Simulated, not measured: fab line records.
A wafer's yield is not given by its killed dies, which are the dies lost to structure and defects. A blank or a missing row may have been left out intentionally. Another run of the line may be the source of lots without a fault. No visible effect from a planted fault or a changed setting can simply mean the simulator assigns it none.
A lot that was struck, set against a sound lot -- flow sky130 -- 15 steps out of a route of 708
Sound: these wafers, L621.2, L621.3, L621.5. Wafers L632.1, L632.4, L632.6 were the ones struck. At the end, the cause is stated.
For every step that has rows: the tool of each side, followed by ch and its chambers, followed by its first start. Under that, the readings that differ: sound wafers -- struck wafers -- difference of the means -- sigmas: that difference in standard deviations of wafers without a fault.
alike: readings with means less than 2 such deviations apart, plus words and numbers identical on both sides. not compared: withheld readings, readings lacking a value on some wafer, bounds such as >300 that could conceal the same value, and numbers that have no deviation in the record and whose values overlap.
Wherever a step has rows on one side only, a row that says differs or no value, or a row with sigmas, the two part there. Numbers that have no deviation but don't overlap get no sigmas and don't part them. A reading that every wafer of one side lacks parts them only if that side has two wafers or more.

SKY_VIA2_BOW_MEAS_03:
  sound on filmMetro-02 at day 37 19:06; struck on filmMetro-02 at day 41 03:30
  alike: VIA2_BOW
then, 8 steps without rows for these wafers: SKY_VIA2_DEHYDRATE_04 (time 60 s); SKY_VIA2_HMDS_05 (prime time 60 s); SKY_VIA2_COAT_06 (resist thk 60 nm); SKY_VIA2_COAT_07 (resist thk 450 nm); SKY_VIA2_SOFTBAKE_08 (time 90 s); SKY_VIA2_EXPOSE_09 (exposes mask VIM2, target cd 200 nm); SKY_VIA2_PEB_10; SKY_VIA2_DEVELOP_11 (develop time 60 s).
SKY_VIA2_CD_MEAS_12 targets a cd of 200 nm.
  sound on cdSem-02 at day 38 20:33; struck on cdSem-02 at day 42 02:47
  alike: cdNm
SKY_VIA2_OVL_MEAS_13:
  sound on overlay-01 at day 38 20:40; struck on overlay-02 at day 42 02:55
  alike: VIA2_OVL
SKY_VIA2_ETCH_14: etches BARC in N2/H2, stops on SiO2, time 45.9 s, target depth 60 nm.
  sound on rieDiel-04 ch 2,3, day 38 20:41; struck on rieDiel-03 ch 0,2,3, day 42 02:56
  alike: biasW, drypumpMotorCurrentA, oesProductAu, rfFwdPowerW, throttleValvePct
  not compared: rfHoursCounterH
SKY_VIA2_ETCH_15: etches SiO2 in C4F8/O2/Ar, stops on TiN, target depth 546 nm, time 84 s.
  sound on rieDiel-04 ch 2,3, day 38 20:44; struck on rieDiel-03 ch 0,2,3, day 42 02:59
reading,sound,struck,difference,sigmas
rfFwdPowerW (W),1490 1492 1486,1236 1243 1254,-245,-40
model.KrF-thick_of_VIA2_COAT_07.thkNm (nm),284.5 284.9 286.1,286.7 287.1 288.9,+2.4,
  alike: biasW, oesProductAu
SKY_VIA2_STRIP_16: strips in O2/N2.
  sound on plasmaAsher-04 ch 0,1, day 38 20:47; struck on plasmaAsher-01 ch 0,1, day 42 03:03
  alike: drypumpMotorCurrentA, oesProductAu, stripTimeToEndpointS
  not compared: rfHoursCounterH
-- the record jumps here: 8 days lie between the struck wafers' starts before and after (it left off in module VIA2 and takes up again in module PAD_OPEN, whose first step shown is number 708 of the route) --
SKY_PAD_OPEN_PROBE_99:
  sound on prober-01 at day 47 20:19; struck on prober-02 at day 50 07:44
  alike: defectLimitedYield, killed_at_M0_to_M3, killed_at_M4_up, killedAtContacts, killedAtFrontEnd, killedAtOther, killedDies, killedOpen, killedShort, sort_bin_3_pad_short, sort_bin_5_function, sort_bin_6_memory, sortNPass, sortYieldPct

## WHERE THEY PART
At SKY_VIA2_ETCH_15 and nowhere else, as far as this record goes. Later steps at which nothing parts them and some readings are alike: SKY_VIA2_STRIP_16, SKY_PAD_OPEN_PROBE_99.

WHY: what had been put in by the simulator
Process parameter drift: rieDiel-03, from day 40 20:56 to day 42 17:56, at SKY_VIA2_ETCH_15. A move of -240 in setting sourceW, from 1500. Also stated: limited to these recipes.
